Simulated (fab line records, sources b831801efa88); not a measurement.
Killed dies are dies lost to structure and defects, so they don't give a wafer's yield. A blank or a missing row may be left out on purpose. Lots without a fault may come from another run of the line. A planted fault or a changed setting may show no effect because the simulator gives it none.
A struck lot beside a sound one | flow sky130 | 43 steps out of a route of 708
Sound: wafers L665.2, L665.5, L665.6. Struck: wafers L673.2, L673.4, L673.6. The cause comes at the end.
At each step with rows: each side's tool, then ch and its chambers, then its first start. Under that, the readings that differ: sound wafers | struck wafers | difference of the means | sigmas: that difference in standard deviations of wafers without a fault.
alike: readings whose means differ by less than 2 such deviations, and words and numbers that are the same on both sides. not compared: withheld readings, readings that some wafer has no value for, bounds like >300 that may hide the same value, and numbers for which the record gives no deviation and whose values overlap.
The two part at a step that has a row with sigmas, a row that says differs or no value, or rows on one side only. Numbers that don't overlap but have no deviation are shown without sigmas and don't part them. A reading that every wafer of one side lacks parts them only if that side has two wafers or more.

first, 3 steps without rows for these wafers: SKY_FIELD_ISO_CLEAN_20 (cleans in dHF, time 20 s); SKY_FIELD_ISO_WET_ETCH_21 (etches SiO2 in dHF, target depth 20 nm, time 400 s); SKY_FIELD_ISO_OXIDATION_22 (stabilise 600 s, purge 300 s, target thk 10 nm).
SKY_FIELD_ISO_THK_MEAS_23:
  sound on film_metro-03, day 3 17:42; struck on film_metro-03, day 5 08:32
  alike: FIELD_ISO_OXIDATION_01_THK
then, 1 step without rows for these wafers: SKY_FIELD_ISO_CVD_24 (deposits SiO2, target thk 595 nm, time 99.2 s).
SKY_FIELD_ISO_THK_MEAS_25:
  sound on film_metro-04, day 3 17:50; struck on film_metro-03, day 5 08:40
  alike: FIELD_ISO_CVD_24_THK
then, 1 step without rows for these wafers: SKY_FIELD_ISO_ANNEAL_26 (time 1800 s).
SKY_FIELD_ISO_CMP_27: polishes, stops on Si3N4, t overpolish 16 s, target thk 457.8 nm.
  sound on cmp-02 ch 0,1,2, day 3 19:29; struck on cmp-01 ch 1,2, day 5 10:13
  alike: edge_zone_pressure_frac, motor_current_A, overpolish_run_s, time_to_endpoint_s
then, 4 steps without rows for these wafers: SKY_FIELD_ISO_WET_ETCH_28 (etches SiO2 in dHF, target depth 23.7 nm, time 47 s); SKY_FIELD_ISO_WET_ETCH_29 (etches Si3N4 in H3PO4, target depth 160 nm, time 1825 s); SKY_FIELD_ISO_WET_ETCH_30 (etches SiO2 in dHF, target depth 25 nm, time 50 s); SKY_NWELL_CLEAN_00 (cleans in SC1/SC2, time 150 s).
SKY_NWELL_OXIDATION_01: stabilise 600 s, purge 300 s, target thk 10 nm.
  sound on furnace-01 ch 0, day 3 20:20; struck on furnace-02 ch 0, day 5 11:08
  alike: ox_temp_c, spike_tc_top_C
SKY_NWELL_THK_MEAS_02:
  sound on film_metro-01, day 3 21:45; struck on film_metro-03, day 5 12:32
  alike: NWELL_OXIDATION_THK
then, 8 steps without rows for these wafers: SKY_DNWELL_DEHYDRATE_00 (time 60 s); SKY_DNWELL_HMDS_01 (prime time 60 s); SKY_DNWELL_COAT_02 (resist thk 3000 nm); SKY_DNWELL_SOFTBAKE_03; SKY_DNWELL_EXPOSE_04 (exposes mask DNM, target cd 3000 nm); SKY_DNWELL_PEB_05; SKY_DNWELL_DEVELOP_06 (develop time 60 s); SKY_DNWELL_IMPLANT_07.
SKY_DNWELL_STRIP_08: strips in O2/N2.
  sound on plasma_asher-04 ch 0,1, day 4 14:27; struck on plasma_asher-04 ch 0,1, day 6 07:55
  alike: drypump_motor_current_A, oes_product_au, strip_time_to_endpoint_s
  not compared: rf_hours_counter_h
SKY_DNWELL_TW_MEAS_09:
  sound on film_metro-01, day 4 14:34; struck on film_metro-03, day 6 08:01
  alike: DNWELL_TW
then, 7 steps without rows for these wafers: SKY_PWDE_DEHYDRATE_00 (time 60 s); SKY_PWDE_HMDS_01 (prime time 60 s); SKY_PWDE_COAT_02 (resist thk 3000 nm); SKY_PWDE_SOFTBAKE_03; SKY_PWDE_EXPOSE_04 (exposes mask PWDEM, target cd 840 nm); SKY_PWDE_PEB_05; SKY_PWDE_DEVELOP_06 (develop time 60 s).
SKY_PWDE_OVL_MEAS_07:
  sound on overlay-02, day 5 07:58; struck on overlay-01, day 7 02:46
  alike: PWDE_OVL
then, 1 step without rows for these wafers: SKY_PWDE_IMPLANT_08.
SKY_PWDE_STRIP_09: strips in O2/N2.
  sound on plasma_asher-02 ch 0,1, day 5 08:09; struck on plasma_asher-02 ch 0,1, day 7 02:56
  alike: drypump_motor_current_A, oes_product_au, strip_time_to_endpoint_s
  not compared: rf_hours_counter_h
SKY_PWDE_TW_MEAS_10:
  sound on film_metro-01, day 5 08:16; struck on film_metro-03, day 7 03:03
  alike: PWDE_TW
then, 7 steps without rows for these wafers: SKY_NWELL_DEHYDRATE_03 (time 60 s); SKY_NWELL_HMDS_04 (prime time 60 s); SKY_NWELL_COAT_05 (resist thk 3000 nm); SKY_NWELL_SOFTBAKE_06; SKY_NWELL_EXPOSE_07 (exposes mask NWM, target cd 840 nm); SKY_NWELL_PEB_08; SKY_NWELL_DEVELOP_09 (develop time 60 s).
-- the record jumps here: 43 days lie between the struck wafers' starts before and after (it left off in module NWELL and takes up again in module PAD_OPEN, whose first step shown is number 708 of the route) --
SKY_PAD_OPEN_PROBE_99:
  sound on prober-02, day 47 09:59; struck on prober-01, day 50 07:19
  reading                                           | sound                | struck               | difference | sigmas
  model.etest.cap_ono.gate_bv_v (V)                 | 16.48 16.45 16.33    | 16.16 15.79 15.8     | -0.50      |
  model.etest.diode_nwell_sub.leak_log10_a_cm2      | -7.217 -7.31 -7.291  | -6.524 -6.613 -6.772 | +0.636     |
  model.etest.diode_dnwell_sub.leak_log10_a_cm2     | -7.269 -7.256 -7.278 | -6.57 -6.304 -6.42   | +0.84      |
  model.etest.diode_pwell_dnwell.leak_log10_a_cm2   | -7.305 -7.385 -7.448 | -7.015 -6.938 -7.053 | +0.377     |
  model.etest.cap_thick_oxide.gate_bv_v (V)         | 15.87 15.78 15.35    | 14.87 15.02 14.97    | -0.71      |
  model.etest.diode_pdiff_nwell_hv.leak_log10_a_cm2 | -6.693 -6.518 -6.792 | -6.324 -6.317 -6.224 | +0.379     |
  alike: killed_at_M0_to_M3, killed_at_M4_up, killed_at_contacts, killed_at_front_end, killed_at_other, killed_dies, killed_open, killed_short
  not compared: model.etest.diode_ndiff_pwell_hv.leak_log10_a_cm2, model.etest.diode_ndiff_pwell.leak_log10_a_cm2

WHERE THEY PART
Nowhere in this record.

WHY: what the simulator had put in
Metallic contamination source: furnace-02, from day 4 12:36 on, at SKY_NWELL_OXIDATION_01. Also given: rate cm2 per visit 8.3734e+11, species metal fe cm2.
